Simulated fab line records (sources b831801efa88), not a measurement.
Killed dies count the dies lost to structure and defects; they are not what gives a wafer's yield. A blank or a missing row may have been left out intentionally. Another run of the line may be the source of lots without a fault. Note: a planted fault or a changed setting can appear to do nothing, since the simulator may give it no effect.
Code-filled problem report in 8D (eight disciplines) form	flow sky130	the parts of the form that need people (team, actions taken, sign-off) are left out

1. WHAT WENT WRONG
Wafers free of any fault read 1813 (standard deviation 12) for NWELL_TW at SKY_NWELL_TW_MEAS_15, against a mean of 1676 on 6 wafers of 2 lots. That is -11 standard deviations from the usual mean.
First seen on wafer L422.1, day 6 19:49, on film_metro-04. Wafers with a number at this step in the record: 36, from 12 lots. Rule for "out", or "out of limits": more than 4 standard deviations from the usual mean. The rest of the wafers with a number are treated as sound.

2. WHAT IT IS; WHAT IT IS NOT
question	is	is not
which readings at this step	NWELL_TW	-
which lots	L422, L423	L414, L415, L417, L418, L419, L420, L429, L432, L434, L436
which wafers of those lots	all that have a number	-
read on which gauges	film_metro-03, film_metro-04	film_metro-01
when	from day 6 19:49	up to then (18 sound wafers); but 12 sound wafers of L429, L432, L434, L436 came after

3. SUSPECTS, AND WHAT RULES EACH OUT
Counting: a tool at any process step up to the reading remains a suspect when it ran all the lots that are out and ran no sound lot after the first of those.
- the gauge at SKY_NWELL_TW_MEAS_15: ruled out. The wafers that are out were read on 2 gauges (film_metro-03, film_metro-04).
- rie_diel-01 at SKY_FIELD_ISO_ETCH_14 (etches BARC in N2/H2, stops on SiO2, time 45.9 s, target depth 60 nm): ruled out as a lasting fault. The sound lots L429, L436 went through it after L422, its earliest lot that is out (day 4 02:54).
- implanter-04 at SKY_NWELL_IMPLANT_11: ruled out as a lasting fault. The sound lots L436 went through it after L422, its earliest lot that is out (day 6 19:16).
Left after counting: nothing in the record.

4. THE CAUSE (what the simulator had put in)
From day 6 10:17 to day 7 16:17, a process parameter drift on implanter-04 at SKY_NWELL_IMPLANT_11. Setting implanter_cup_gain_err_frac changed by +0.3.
Counting ruled it out, wrongly: the rule takes a fault to strike every lot that its tool runs from its start on, and this one did not.

5. THE EFFECT CHAIN, in route order
One row per reading whose mean, taken over the struck wafers that have a number, lies over 3 standard deviations from the usual. Only readings for which the record gives a usual standard deviation are gone through. hours: the time from each lot's start at the first step in this table that gives one to its start at this step, as a median over the lots. sigmas: the change in usual standard deviations.
hours	step	reading	usual	on struck wafers	change	sigmas
0	SKY_NWELL_IMPLANT_11	beam_on_s	9.99 s	7.72	-2.27	-13
0	SKY_NWELL_IMPLANT_11	faraday_current_uA	107.2	138.9	+31.7	+17
1	SKY_NWELL_TW_MEAS_15	NWELL_TW	1813	1676	-137	-11
21	SKY_NWELL_RS_MEAS_29	NWELL_RS	624.6 ohm/sq	720.4	+95.8	+56
Process steps it contains:
- SKY_NWELL_IMPLANT_11
Later steps that measure or inspect, where all struck wafers having a row at the step show a number for every such reading and not one has moved that far: SKY_POLY_GATE_OVL_MEAS_14.

6. HOW IT WOULD HAVE BEEN CAUGHT EARLIER
In this record the first reading out of limits at a measuring or inspecting step was taken at day 6 19:49, 10 hours after the fault began at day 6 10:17.
At SKY_NWELL_IMPLANT_11, the tool's own readings (beam_on_s, faraday_current_uA) were out on each struck wafer the step has a row for, so an alarm limit on them would have fired on the first such wafer.
